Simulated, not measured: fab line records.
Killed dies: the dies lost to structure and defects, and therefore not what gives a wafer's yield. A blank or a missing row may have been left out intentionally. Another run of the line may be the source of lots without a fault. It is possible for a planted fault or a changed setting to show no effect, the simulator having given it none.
Check of tool commonality ; flow gf180mcu ; Sampled: 11 lots, 33 wafers

== WHAT PROMPTED THE OPENING ==
1 of 11 lots carry a flag on the reading HV_LDD_CVD_56_THK at GF_HV_LDD_THK_MEAS_57. Wafers without a fault read 90.3 nm, standard deviation 0.72.
Rule: flag the lot when none of its wafers has a number, or when each of its wafers that has one lies beyond 4 standard deviations from that mean. The rest of the lots are taken to be sound.

lot;measured;on;HV_LDD_CVD_56_THK (nm), wafer by wafer;flag
L896;day 12 07:25;film metro-04;90.1 90.8 90.4;
L898;day 13 01:41;film metro-04;90.5 91.0 89.7;
L901;day 14 06:05;film metro-01;55.3 56.2 55.3;FLAGGED
L910;day 17 03:52;film metro-04;91.3 91.3 90.7;
L911;day 17 17:16;film metro-01;90.8 90.4 90.7;
L913;day 18 13:52;film metro-02;91.1 90.5 90.3;
L914;day 18 18:22;film metro-01;90.4 90.4 90.5;
L915;day 18 22:56;film metro-01;91.5 90.8 91.5;
L916;day 19 07:41;film metro-04;91.0 90.6 89.8;
L917;day 19 16:47;film metro-02;89.4 89.3 89.0;
L919;day 20 11:52;film metro-02;91.7 90.9 90.7;
On average the flagged lots' numbers are 55.6 nm, which is -34.7 nm against the usual, or -48 standard deviations.

== EACH LOT AND THE TOOL IT RAN ON ==
The record holds 1 process step before the reading, out of a route of 602 steps. Cell contents, in order: the tool; ch with the chambers the sampled wafers went through; the start.
lot;flag;GF_HV_LDD_CVD_56
L896;;lpcvd-02 ch 0, day 12 05:59
L898;;lpcvd-02 ch 1, day 13 00:15
L901;FLAGGED;lpcvd-02 ch 1, day 14 04:39
L910;;lpcvd-01 ch 0, day 17 02:26
L911;;lpcvd-01 ch 0, day 17 15:50
L913;;lpcvd-02 ch 0, day 18 12:26
L914;;lpcvd-01 ch 1, day 18 16:56
L915;;lpcvd-02 ch 0, day 18 21:29
L916;;lpcvd-01 ch 1, day 19 06:14
L917;;lpcvd-02 ch 1, day 19 15:20
L919;;lpcvd-01 ch 0, day 20 10:26
What the steps here do:
- GF_HV_LDD_CVD_56: deposits Si3N4 from DCS/NH3, target thk 90 nm, time 1543 s.
- GF_HV_LDD_THK_MEAS_57

== FLAGGED AGAINST TOTAL, ONE TOOL AT A TIME (gauges that did the reading follow at the end) ==
step;tool;lots run;flagged;share of the flagged lots;sound lots run after its first flagged lot
GF_HV_LDD_CVD_56;lpcvd-01;5;0;none;-
GF_HV_LDD_CVD_56;lpcvd-02;6;1;all;3 (L913,L915,L917)
GF_HV_LDD_THK_MEAS_57;film metro-01;4;1;all;3 (L911,L914,L915)
GF_HV_LDD_THK_MEAS_57;film metro-02;3;0;none;-
GF_HV_LDD_THK_MEAS_57;film metro-04;4;0;none;-

== WHAT IS ALLOWED BY THE TABLE ==
Every flagged lot went through 2 rows of the table: lpcvd-02 at GF_HV_LDD_CVD_56 and film metro-01 at GF_HV_LDD_THK_MEAS_57.
- lpcvd-02 at GF_HV_LDD_CVD_56 ran 6 lots, 1 of them flagged. Lots that were sound ran on it after the first flagged one (L913, L915, L917); a persistent fault on the entire tool would not allow that. Its own readings lie more than 4 standard deviations out on every wafer of the flagged lots: spike tc bottom C, spike tc centre C, spike tc lower C, spike tc top C, spike tc upper C, susceptor temp C.
- film metro-01 at GF_HV_LDD_THK_MEAS_57 ran 4 lots, 1 of them flagged. Lots that were sound ran on it after the first flagged one (L911, L914, L915); a persistent fault on the entire tool would not allow that.
Not one row of the table ran every flagged lot while running no sound lot after the first.

== WHAT WAS PUT IN BY THE SIMULATOR ==
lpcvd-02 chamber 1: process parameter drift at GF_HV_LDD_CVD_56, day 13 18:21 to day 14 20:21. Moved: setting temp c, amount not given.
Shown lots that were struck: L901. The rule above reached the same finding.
